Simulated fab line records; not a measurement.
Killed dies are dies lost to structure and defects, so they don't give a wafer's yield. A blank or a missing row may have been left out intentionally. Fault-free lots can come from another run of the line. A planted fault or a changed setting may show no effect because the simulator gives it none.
Chamber matching :: flow gf180mcu :: rie-diel-01 running GF_HV_LDD_ETCHBACK_58: 4 sister chambers
The step etches Si3N4 in CH3F/O2, stops on SiO2, time 100 s, target depth 90 nm. 14 wafers are shown with their chamber, then 7 later ones without.

WAFERS WITH THEIR CHAMBER
wafer: L875.1
chamber: 2
drypump-motor-current-A (A): 6.0
oes-product-au (a.u.): 0.844
throttle-valve-pct (%): 10.562

wafer: L875.2
chamber: 1
drypump-motor-current-A (A): 6.0
oes-product-au (a.u.): 0.844
throttle-valve-pct (%): 10.552

wafer: L875.6
chamber: 1
drypump-motor-current-A (A): 6.0
oes-product-au (a.u.): 0.841
throttle-valve-pct (%): 10.562

wafer: L890.1
chamber: 0
drypump-motor-current-A (A): 6.1
oes-product-au (a.u.): 0.843
throttle-valve-pct (%): 10.568

wafer: L890.4
chamber: 2
drypump-motor-current-A (A): 6.0
oes-product-au (a.u.): 0.826
throttle-valve-pct (%): 10.551

wafer: L890.5
chamber: 1
drypump-motor-current-A (A): 6.0
oes-product-au (a.u.): 0.834
throttle-valve-pct (%): 10.576

wafer: L889.1
chamber: 1
drypump-motor-current-A (A): 6.0
oes-product-au (a.u.): 0.848
throttle-valve-pct (%): 10.552

wafer: L889.3
chamber: 2
drypump-motor-current-A (A): 6.0
oes-product-au (a.u.): 0.846
throttle-valve-pct (%): 10.560

wafer: L889.4
chamber: 3
drypump-motor-current-A (A): 5.9
oes-product-au (a.u.): 0.844
throttle-valve-pct (%): 10.558

wafer: L893.1
chamber: 2
drypump-motor-current-A (A): 6.0
oes-product-au (a.u.): 0.848
throttle-valve-pct (%): 10.579

wafer: L893.3
chamber: 1
drypump-motor-current-A (A): 6.0
oes-product-au (a.u.): 0.837
throttle-valve-pct (%): 10.544

wafer: L893.6
chamber: 2
drypump-motor-current-A (A): 6.0
oes-product-au (a.u.): 0.837
throttle-valve-pct (%): 10.576

wafer: L894.1
chamber: 0
drypump-motor-current-A (A): 6.1
oes-product-au (a.u.): 0.847
throttle-valve-pct (%): 10.549

wafer: L894.4
chamber: 3
drypump-motor-current-A (A): 5.8
oes-product-au (a.u.): 0.847
throttle-valve-pct (%): 10.567

SIGNATURES (means of the wafers above)
reading: drypump-motor-current-A
chamber 0: 6.100
chamber 1: 6.000
chamber 2: 6.000
chamber 3: 5.850
scatter within a chamber: 0.0224

reading: oes-product-au
chamber 0: 0.84500
chamber 1: 0.84080
chamber 2: 0.84020
chamber 3: 0.84550
scatter within a chamber: 0.00675

reading: throttle-valve-pct
chamber 0: 10.55850
chamber 1: 10.55720
chamber 2: 10.56560
chamber 3: 10.56250
scatter within a chamber: 0.0117
Rule: for a wafer and a chamber, the distance is found by dividing, reading by reading, the gap between the wafer's reading and the chamber's mean by the reading's scatter, squaring, summing and taking the root. If the next closest chamber is less than 2 further off than the closest, the wafer can't be placed; otherwise it belongs to the closest. The scatter: take each reading less its chamber's mean, square it, sum over the shown wafers, divide by the number of wafers less the number of chambers, and take the root.

WAFERS MISSING THEIR CHAMBER
wafer: L894.5
drypump-motor-current-A (A): 6.0
oes-product-au (a.u.): 0.843
throttle-valve-pct (%): 10.557

wafer: L895.1
drypump-motor-current-A (A): 5.8
oes-product-au (a.u.): 0.850
throttle-valve-pct (%): 10.567

wafer: L895.3
drypump-motor-current-A (A): 6.0
oes-product-au (a.u.): 0.847
throttle-valve-pct (%): 10.555

wafer: L895.4
drypump-motor-current-A (A): 6.0
oes-product-au (a.u.): 0.844
throttle-valve-pct (%): 10.577

wafer: L897.1
drypump-motor-current-A (A): 5.8
oes-product-au (a.u.): 0.839
throttle-valve-pct (%): 10.551

wafer: L897.2
drypump-motor-current-A (A): 6.0
oes-product-au (a.u.): 0.837
throttle-valve-pct (%): 10.568

wafer: L897.6
drypump-motor-current-A (A): 6.1
oes-product-au (a.u.): 0.832
throttle-valve-pct (%): 10.564

CHAMBER TAKEN BY EACH
wafer: L894.5
from the rows above: can't be placed: 1 or 2
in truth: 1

wafer: L895.1
from the rows above: 3
in truth: 3

wafer: L895.3
from the rows above: can't be placed: 1 or 2
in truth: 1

wafer: L895.4
from the rows above: can't be placed: 2 or 1
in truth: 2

wafer: L897.1
from the rows above: 3
in truth: 3

wafer: L897.2
from the rows above: can't be placed: 2 or 1
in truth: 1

wafer: L897.6
from the rows above: 0
in truth: 0
Placed correctly: 3 of 7. These rows do not allow placing 4 (true chamber among the candidates in 4). Number placed wrongly: 0.
